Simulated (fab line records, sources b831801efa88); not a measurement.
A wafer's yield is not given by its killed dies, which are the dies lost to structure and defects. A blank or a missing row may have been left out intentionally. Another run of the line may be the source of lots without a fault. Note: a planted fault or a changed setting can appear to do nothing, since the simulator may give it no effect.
The tool behind it: which one? ; flow sky130 ; Sampling: 12 lots, 36 wafers, 4 of 708 route steps

== WHAT THE GAUGES READ, wafer by wafer ==
SKY_CAPM_THK_MEAS_01.
lot;measured;on;CAPM_CVD_00_THK (nm)
L273;day 36 22:28;film_metro-04;15.71 15.76 15.90
L274;day 37 00:44;film_metro-03;15.13 15.53 15.56
L276;day 37 22:18;film_metro-01;15.16 15.19 15.47
L275;day 37 23:42;film_metro-04;15.43 15.23 15.74
L281;day 39 03:10;film_metro-01;15.31 15.47 15.79
L284;day 40 01:14;film_metro-04;15.22 15.18 15.73
L286;day 40 13:28;film_metro-04;15.37 15.66 15.70
L288;day 41 02:07;film_metro-01;15.26 15.22 15.59
L289;day 41 13:17;film_metro-04;15.37 15.51 15.42
L292;day 42 05:35;film_metro-01;15.46 15.67 15.71
L293;day 42 07:20;film_metro-04;15.38 15.45 15.79
L294;day 42 17:59;film_metro-04;15.02 15.67 15.77

SKY_CAP2M_RS_MEAS_03: measures by four-point-probe.
lot;measured;on;CAP2M_TIN_RS (ohm/sq)
L273;day 40 06:27;film_metro-02;6.85 6.97 6.95
L274;day 40 09:03;film_metro-03;6.98 7.10 6.94
L276;day 41 04:55;film_metro-03;6.95 6.94 7.00
L275;day 41 07:08;film_metro-02;6.87 6.98 6.93
L281;day 42 08:05;film_metro-04;6.85 6.90 6.89
L284;day 43 05:00;film_metro-04;6.94 6.94 6.96
L286;day 43 15:59;film_metro-04;6.88 6.79 6.84
L288;day 44 03:18;film_metro-02;6.89 6.85 6.85
L289;day 44 14:09;film_metro-02;6.88 6.88 6.84
L292;day 45 04:49;film_metro-02;6.72 6.74 6.84
L293;day 45 06:51;film_metro-02;7.05 7.10 7.12
L294;day 45 16:20;film_metro-03;6.96 6.93 7.03

== WHICH TOOL RAN EACH LOT (tool, then ch and the chambers of the sampled wafers, then the start) ==
lot;SKY_METAL3_ETCH_16;SKY_METAL4_SPUTTER_03
L273;rie_metal-01 ch 0, day 39 02:35;pvd_sputter-04, day 40 06:11
L274;rie_metal-03 ch 0,1, day 39 04:24;pvd_sputter-04, day 40 08:46
L276;rie_metal-03 ch 0,1, day 40 00:59;pvd_sputter-02, day 41 04:38
L275;rie_metal-02 ch 0,1, day 40 02:35;pvd_sputter-04, day 41 06:52
L281;rie_metal-01 ch 0, day 41 04:50;pvd_sputter-04, day 42 07:50
L284;rie_metal-02 ch 1, day 42 02:05;pvd_sputter-01, day 43 04:43
L286;rie_metal-02 ch 0,1, day 42 13:17;pvd_sputter-01, day 43 15:41
L288;rie_metal-01 ch 0,1, day 43 01:44;pvd_sputter-01, day 44 03:02
L289;rie_metal-03 ch 0,1, day 43 12:44;pvd_sputter-01, day 44 13:52
L292;rie_metal-01 ch 0,1, day 44 04:07;pvd_sputter-02, day 45 04:29
L293;rie_metal-03 ch 0,1, day 44 05:41;pvd_sputter-01, day 45 06:34
L294;rie_metal-03 ch 0,1, day 44 15:21;pvd_sputter-01, day 45 16:04
- SKY_METAL3_ETCH_16: etches BARC in N2/H2, stops on SiO2, time 88.2 s, target depth 60 nm.
- SKY_METAL4_SPUTTER_03: material Ti, target thk 5 nm, time 3.3 s.

== WHAT THE TOOLS THEMSELVES READ (means of the sampled wafers that have a number; where no wafer has one, the mark that the record gives instead) ==
SKY_METAL3_ETCH_16.
lot;tool;drypump_motor_current_A (A);n2_flow_sccm (sccm);oes_product_au (a.u.);throttle_valve_pct (%)
L273;rie_metal-01;5.53;100.31;0.626;13.199
L274;rie_metal-03;5.11;100.15;0.625;13.207
L276;rie_metal-03;5.26;100.01;0.628;13.200
L275;rie_metal-02;5.58;100.19;0.627;13.213
L281;rie_metal-01;5.54;100.01;0.624;13.198
L284;rie_metal-02;5.79;99.91;0.625;13.205
L286;rie_metal-02;5.59;100.16;0.625;13.197
L288;rie_metal-01;5.57;100.13;0.622;13.200
L289;rie_metal-03;5.10;99.97;0.626;13.211
L292;rie_metal-01;5.57;100.20;0.624;13.209
L293;rie_metal-03;5.24;100.09;0.621;13.213
L294;rie_metal-03;5.26;100.36;0.626;13.207

SKY_METAL4_SPUTTER_03.
lot;tool;cathode_dc_power_W (W);chamber_pressure_pa (Pa);throttle_valve_pct (%)
L273;pvd_sputter-04;3000.0;0.3993;32.0
L274;pvd_sputter-04;2999.4;0.3998;31.3
L276;pvd_sputter-02;3000.4;0.3997;30.2
L275;pvd_sputter-04;2999.9;0.3992;30.7
L281;pvd_sputter-04;2999.7;0.3032;35.8
L284;pvd_sputter-01;3000.1;0.3995;29.7
L286;pvd_sputter-01;3000.4;0.4003;29.4
L288;pvd_sputter-01;3000.5;0.3993;29.0
L289;pvd_sputter-01;3000.7;0.3991;29.1
L292;pvd_sputter-02;3000.4;0.4002;30.3
L293;pvd_sputter-01;2999.9;0.4001;29.4
L294;pvd_sputter-01;3000.0;0.4000;28.9

== THE ANSWER, worked out from the rows above alone ==
Rule: the lots themselves supply what counts as usual. The widest of any qualifying gaps counts: lots, ordered by their means at a reading, are off when they make up no more than a third of the lots, leave a main group of 4 or more, and stand apart from it by 3 or more times the standard deviation of that group's means. A main group whose means are all the same, to the digits that the tables above print for the reading, isn't used. A lot without any number at a reading at which 4 lots or more have one is off too. Any other lot the step has rows for is counted as sound. Order of review: gauges by route order, followed by the tools' own readings, for which a lot's mean as printed above is used. The first step at which some lot is off is used, and at that step the reading that is off furthest; a lot without a number counts as furthest.
Off: L281 (SKY_METAL4_SPUTTER_03, chamber_pressure_pa). For the main group the mean is 0.3997 Pa and the standard deviation 0.00041.
If a tool, at that step or one of the process steps before it, ran each lot that is off and ran no sound lot following the first of them, it fits. One fits: pvd_sputter-04 at SKY_METAL4_SPUTTER_03. Its last sound lot is L275 (day 41 06:52), its first lot that is off L281 (day 42 07:50): a fault that began between those two fits.
The tool's own readings at SKY_METAL4_SPUTTER_03 bear it out: on the lots that are off they differ by more than 5 times the standard deviation of the sound lots' means. chamber_pressure_pa reads 0.3032 Pa there against 0.3997 Pa on the sound lots; throttle_valve_pct reads 35.8 % there against 30.0 % on the sound lots.

== WHAT WAS PUT IN BY THE SIMULATOR ==
Process parameter drift: pvd_sputter-04, from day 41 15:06 on, at SKY_METAL4_SPUTTER_03. The setting chamber_pressure_pa was moved by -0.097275, starting from 0.4. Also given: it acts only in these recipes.
Lots struck among those shown: L281. Same finding as the rule above.
